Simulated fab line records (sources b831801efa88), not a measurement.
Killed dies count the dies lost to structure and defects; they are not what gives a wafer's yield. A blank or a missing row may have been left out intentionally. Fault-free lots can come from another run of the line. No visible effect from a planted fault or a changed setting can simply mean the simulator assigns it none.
What tool caused it?	flow gf180mcu	45 wafers from 15 lots sampled at 2 of the route's 602 steps

WHAT THE GAUGES SHOWED, per wafer
GF_V2_OVL_MEAS_15. Usual: V2_OVL gives 1 nm (standard deviation 5).
lot	measured	on	V2_OVL (nm)	flag
L124	day 20 19:45	overlay-02	-3 -4 3	
L126	day 21 11:30	overlay-01	2 4 2	
L128	day 21 23:57	overlay-02	1 -5 -1	
L130	day 22 16:05	overlay-01	7 5 2	
L131	day 23 06:19	overlay-02	-3 4 10	
L133	day 23 14:56	overlay-01	7 -3 2	
L134	day 23 18:11	overlay-02	-3 7 4	
L135	day 24 09:18	overlay-01	1 -2 -4	
L136	day 24 19:05	overlay-02	6 8 -2	
L141	day 26 07:08	overlay-01	0 -2 7	
L142	day 26 11:29	overlay-02	-4 0 -4	
L143	day 26 22:23	overlay-02	-8 -8 -5	
L145	day 27 07:38	overlay-01	7 -5 -1	
L146	day 27 14:02	overlay-01	11 7 4	
L147	day 27 21:51	overlay-01	-4 5 -3	

GF_V2_RS_MEAS_24: measurement is done with a four-point probe. Usual: V2_W_RS gives 0.328 ohm/sq (standard deviation 0.0056).
lot	measured	on	V2_W_RS (ohm/sq)	flag
L124	day 20 20:41	film metro-03	0.327 0.329 0.321	
L126	day 21 12:26	film metro-03	0.335 0.334 0.332	
L128	day 22 00:52	film metro-02	0.329 0.326 0.330	
L130	day 22 17:04	film metro-03	0.327 0.329 0.316	
L131	day 23 07:14	film metro-03	0.327 0.326 0.329	
L133	day 23 15:58	film metro-03	0.333 0.328 0.331	
L134	day 23 19:06	film metro-03	0.331 0.339 0.332	
L135	day 24 10:14	film metro-03	0.322 0.328 0.323	
L136	day 24 19:59	film metro-02	0.332 0.332 0.333	
L141	day 26 08:06	film metro-03	0.330 0.329 0.329	
L142	day 26 12:25	film metro-03	0.334 0.333 0.335	
L143	day 26 23:22	film metro-02	0.330 0.329 0.334	
L145	day 27 08:35	film metro-01	0.331 0.319 0.316	
L146	day 27 14:58	film metro-03	0.335 0.321 0.334	
L147	day 27 22:47	film metro-01	0.318 0.321 0.329	

TOOL THAT RAN EACH LOT (tool first, then ch and the chambers of the sampled wafers, then the start)
There is no process step in the record ahead of these readings.

WHAT THE TOOLS THEMSELVES READ (means of the sampled wafers that have a number; where no wafer has one, the mark that the record gives instead)
The record holds no such reading with a usual standard deviation.

THE ANSWER, worked out from the rows above alone
Rule: take the mean of a lot's wafers that have a number; if it is more than 3 standard deviations from the usual mean, the lot is off. Also off: a lot with no number at a reading for which 4 or more lots have one. All remaining lots with rows at the step are treated as sound. After the gauges, taken in route order, come the tools' own readings; for these a lot's mean is taken, as printed above. The first step at which some lot is off is used, and at that step the reading that is off furthest; a lot without a number counts as furthest.
Across all readings shown, no lot is off: no conclusion can be drawn from this.

WHAT HAD BEEN PUT IN BY THE SIMULATOR
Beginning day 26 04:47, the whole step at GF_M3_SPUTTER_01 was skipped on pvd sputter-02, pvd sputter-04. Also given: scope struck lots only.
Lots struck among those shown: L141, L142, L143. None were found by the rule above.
